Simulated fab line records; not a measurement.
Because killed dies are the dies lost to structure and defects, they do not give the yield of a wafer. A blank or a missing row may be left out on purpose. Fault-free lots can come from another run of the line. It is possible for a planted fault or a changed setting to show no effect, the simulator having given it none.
One fault seen from 2 desks | flow sky130 | what lay behind the numbers comes last; until then each desk has only its own

== AT THE METROLOGY DESK ==
What the gauges read for every lot (on any tool): the sampled wafers with a number, averaged. Marked OUT: a lot whose mean sits more than 4 standard deviations from the usual mean, which makes it out of limits; the brackets give that distance.
Columns: A = FIELD_ISO_OXIDATION_00_THK at SKY_FIELD_ISO_THK_MEAS_02, usual 11.96 nm; B = cd-nm at SKY_SONOS_TUNNEL_CD_MEAS_07, usual 409.5 nm; C = SONOS_ONO_OVL at SKY_SONOS_ONO_OVL_MEAS_14, usual -0.1 nm
lot  | first seen here | A     | B     | C
L983 | day 1 17:03     | 11.91 | 412.8 | 0.2
L984 | day 1 22:40     | 11.86 | 409.2 | -1.7
L986 | day 2 08:01     | 11.71 | 405.3 | -1.3
L988 | day 2 19:52     | 12.29 | 410.1 | 0.1
L990 | day 3 04:01     | 12.08 | 409.2 | 1.0
L991 | day 3 09:57     | 11.86 | 402.4 | 1.4
L993 | day 3 19:56     | 11.96 | 408.6 | 0.4
L994 | day 3 23:59     | 11.92 | 409.0 | -0.3
L995 | day 4 04:38     | 12.01 | 411.5 | 0.2
L101 | day 5 13:16     | 11.90 | 410.5 | -0.7
L104 | day 6 02:55     | 11.94 | 411.3 | -0.4
L105 | day 6 07:57     | 11.96 | 412.9 | -0.8
Finding of this desk: none of the 12 lots has anything out of limits.

== THE TOOL OWNER'S DESK: litho-track-03 ==
The tool's own readings at SKY_METAL5_COAT_09 (resist thk 1800 nm): means of the sampled wafers that have a number, for each lot that ran on this tool. Marked OUT: a lot whose mean sits more than 4 standard deviations from the usual mean, which makes it out of limits; the brackets give that distance.
Columns: A = chill-plate-temp-C at SKY_METAL5_COAT_09, usual 23.01 C; B = spin-speed-rpm at SKY_METAL5_COAT_09, usual 3000.0 rpm
lot  | first seen here | A     | B
L983 | day 43 13:12    | 23.04 | 2998.3
L988 | day 45 05:18    | 23.08 | 3001.4
L990 | day 45 12:26    | 22.98 | 3001.7
L993 | day 46 02:39    | 23.09 | 3241.3 (+99 or more) OUT
L995 | day 46 16:26    | 23.02 | 3241.7 (+99 or more) OUT
L105 | day 49 00:35    | 23.05 | 3002.7
This desk's verdict: out of limits on L993, L995, starting with L993 at day 46 02:39 (spin-speed-rpm at SKY_METAL5_COAT_09). In limits: L983, L988, L990, L105.

== PUT TOGETHER ==
An alarm could have come from the tool owner's desk at day 46 02:39, on L993, L995.
Metrology desk: nothing out of limits seen.
The metrology desk holds a record of L993, L995, inside its limits.
SKY_METAL5_COAT_09 was run on litho-track-03 by each of the lots named.

== WHAT THE SIMULATOR PUT IN ==
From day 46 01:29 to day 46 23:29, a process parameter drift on litho-track-03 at SKY_METAL5_COAT_09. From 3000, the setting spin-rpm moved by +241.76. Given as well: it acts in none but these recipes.
Struck lots among those shown: L993, L995.
Each desk's first reading out of limits, in hours after the fault started: the tool owner's desk, 1.
